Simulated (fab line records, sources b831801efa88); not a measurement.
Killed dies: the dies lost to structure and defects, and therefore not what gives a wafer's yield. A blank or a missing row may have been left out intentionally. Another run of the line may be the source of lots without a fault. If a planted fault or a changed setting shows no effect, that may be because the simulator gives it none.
Problem report, 8D (eight disciplines) form, completed by code -- flow sfq_line -- the parts of the form that need people (team, actions taken, sign-off) are left out

1. WHAT IS WRONG
Mean of time_to_endpoint_s at SFQ_TRILAYER_I0_CMP_CMP_028: 258 s across 2 wafers in 2 lots; on wafers with no fault it is 216 s (standard deviation 6.8). Relative to the usual mean, that is a shift of +6.2 standard deviations.
The step: polishes SiO2.
First seen on wafer L757.3, day 20 14:37, on cmp-02. Wafers with a number at this step in the record: 42, from 14 lots. Rule for "out" (also "out of limits"): further than 4 standard deviations from the usual mean. The other wafers with a number count as sound.

2. WHAT IT IS, AND WHAT IT ISN'T
question,is,is not
which readings at this step,time_to_endpoint_s,"edge_zone_pressure_frac, motor_current_A"
which lots,"L757, L758","L743, L744, L745, L746, L747, L748, L749, L750, L751, L752, L755, L756"
which wafers of those lots,"L757.3, L758.4","L757.1, L757.6, L758.2, L758.3"
read on which tools,cmp-02,cmp-01
when,from day 20 14:37,up to then (38 sound wafers); but 2 sound wafers of L758 came after

3. SUSPECTS, AND WHAT RULES EACH OUT
Counting: a tool at a process step up to the reading stays a suspect if it ran every lot that is out. Sound lots after the first of them don't rule it out here, since some wafers of a struck lot are sound.
- cmp-02 at SFQ_TRILAYER_I0_CMP_CMP_028 (polishes SiO2): kept. Ran every lot that is out, first one L757 (day 20 13:37); last sound lot up to then L756 (day 19 01:07). Its own readings are out on those wafers: time_to_endpoint_s.
- In cmp-02 at SFQ_TRILAYER_I0_CMP_CMP_028, the wafers that are out were processed in chamber 0 and their sound lot-mates in chambers 1, 2, 3.
The count leaves cmp-02 at SFQ_TRILAYER_I0_CMP_CMP_028.

4. THE CAUSE (what the simulator had put in)
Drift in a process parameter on cmp-02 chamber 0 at SFQ_TRILAYER_I0_CMP_CMP_028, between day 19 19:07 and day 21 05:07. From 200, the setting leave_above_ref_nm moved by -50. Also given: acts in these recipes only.
The count eliminated every tool but this one.

5. THE EFFECT CHAIN, in route order
Each row: a reading where the mean over the struck wafers with a number is more than 3 standard deviations away from the usual. Scope: only readings with a usual standard deviation given in the record; hours: median across lots of the time from each lot's start at the first step in this table that gives one to its start at this step; sigmas: change in usual standard deviations.
hours,step,reading,usual,on struck wafers,change,sigmas
0,SFQ_TRILAYER_I0_CMP_CMP_028,time_to_endpoint_s,216 s,258,+42,+6.2
2,SFQ_TRILAYER_I0_METRO_MEASURE_029,thk_nm,200.2 nm,150.8,-49.4,-49
158,SFQ_TRILAYER_I0_VIA_ETCH_VIA_ETCH_034,oes_product_au,0.855 a.u.,0.734,-0.121,-20
Process steps it contains:
- SFQ_TRILAYER_I0_CMP_CMP_028: polishes SiO2.
- SFQ_TRILAYER_I0_METRO_MEASURE_029
- SFQ_TRILAYER_I0_VIA_ETCH_VIA_ETCH_034: etches SiO2 in CHF3, stops on Nb, target depth 260 nm.

6. WHAT WOULD HAVE CAUGHT IT SOONER
The fault began at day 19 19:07; the first out-of-limits reading in this record came at day 20 14:37, 20 hours later.
